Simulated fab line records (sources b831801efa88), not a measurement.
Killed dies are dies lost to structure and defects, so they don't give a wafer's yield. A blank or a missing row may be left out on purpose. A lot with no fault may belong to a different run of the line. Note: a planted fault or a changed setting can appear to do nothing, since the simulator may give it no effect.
A single fault, viewed from 2 desks :: flow gf180mcu :: each desk holds nothing but its own numbers, with what lay behind them at the end

AT THE TOOL OWNER'S DESK: litho_track-01
The tool's own readings at GF_NSD_COAT_02 (resist thk 1000 nm): means of the sampled wafers that have a number, for each lot that ran on this tool. If a lot's mean is further than 4 standard deviations from the usual mean, the lot is out of limits and carries the mark OUT (the distance appears in the brackets).
Columns: A = spin_speed_rpm at GF_NSD_COAT_02, usual 2999.8 rpm
lot: L656
first seen here: day 14 06:51
A: 2999.8

lot: L662
first seen here: day 16 13:08
A: 3057.4 (+25) OUT

lot: L663
first seen here: day 16 21:30
A: 3059.4 (+26) OUT
This desk's finding: out of limits on L662, L663; first on L662, day 16 13:08 (spin_speed_rpm at GF_NSD_COAT_02). In limits: L656.

METROLOGY DESK
What the gauges read for every lot (on any tool): the sampled wafers with a number, averaged. If a lot's mean is further than 4 standard deviations from the usual mean, the lot is out of limits and carries the mark OUT (the distance appears in the brackets).
Columns: A = HV_LDD_4_TW at GF_HV_LDD_TW_MEAS_50, usual 568.1; B = HV_LDD_RS at GF_HV_LDD_RS_MEAS_53, usual 417.5 ohm/sq; C = HV_LDD_CVD_54_THK at GF_HV_LDD_THK_MEAS_55, usual 10.00 nm; D = HV_LDD_CVD_56_THK at GF_HV_LDD_THK_MEAS_57, usual 90.2 nm; E = cd_nm at GF_NSD_CD_MEAS_07, usual 400.1 nm
lot: L655
first seen here: day 13 09:10
A: 569.1
B: 418.1
C: 10.14
D: 89.6
E: 400.5

lot: L656
first seen here: day 13 17:49
A: 565.9
B: 418.6
C: 9.77
D: 89.7
E: 400.6

lot: L662
first seen here: day 15 23:40
A: 572.7
B: 418.3
C: 9.96
D: 88.8
E: 400.1

lot: L663
first seen here: day 16 04:50
A: 565.5
B: 418.1
C: 10.03
D: 90.8
E: 399.6

lot: L667
first seen here: day 17 07:16
A: 569.9
B: 416.7
C: 9.90
D: 90.3
E: 399.1

lot: L674
first seen here: day 19 22:22
A: 569.6
B: 417.3
C: 10.03
D: 90.4
E: 401.0
Finding of this desk: none of the 6 lots has anything out of limits.

PUT TOGETHER
An alarm could have come from the tool owner's desk at day 16 13:08, on L662, L663.
Nothing out of limits was seen by the metrology desk.
The metrology desk has L662, L663 on record, within its limits.
Of the lots named, all ran GF_NSD_COAT_02 on litho_track-01.

WHAT WAS PUT IN BY THE SIMULATOR
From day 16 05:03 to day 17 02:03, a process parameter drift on litho_track-01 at GF_NSD_COAT_02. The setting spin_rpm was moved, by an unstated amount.
Shown lots that were struck: L662, L663.
Hours from the fault's start to each desk's first reading out of limits: the tool owner's desk, 8.
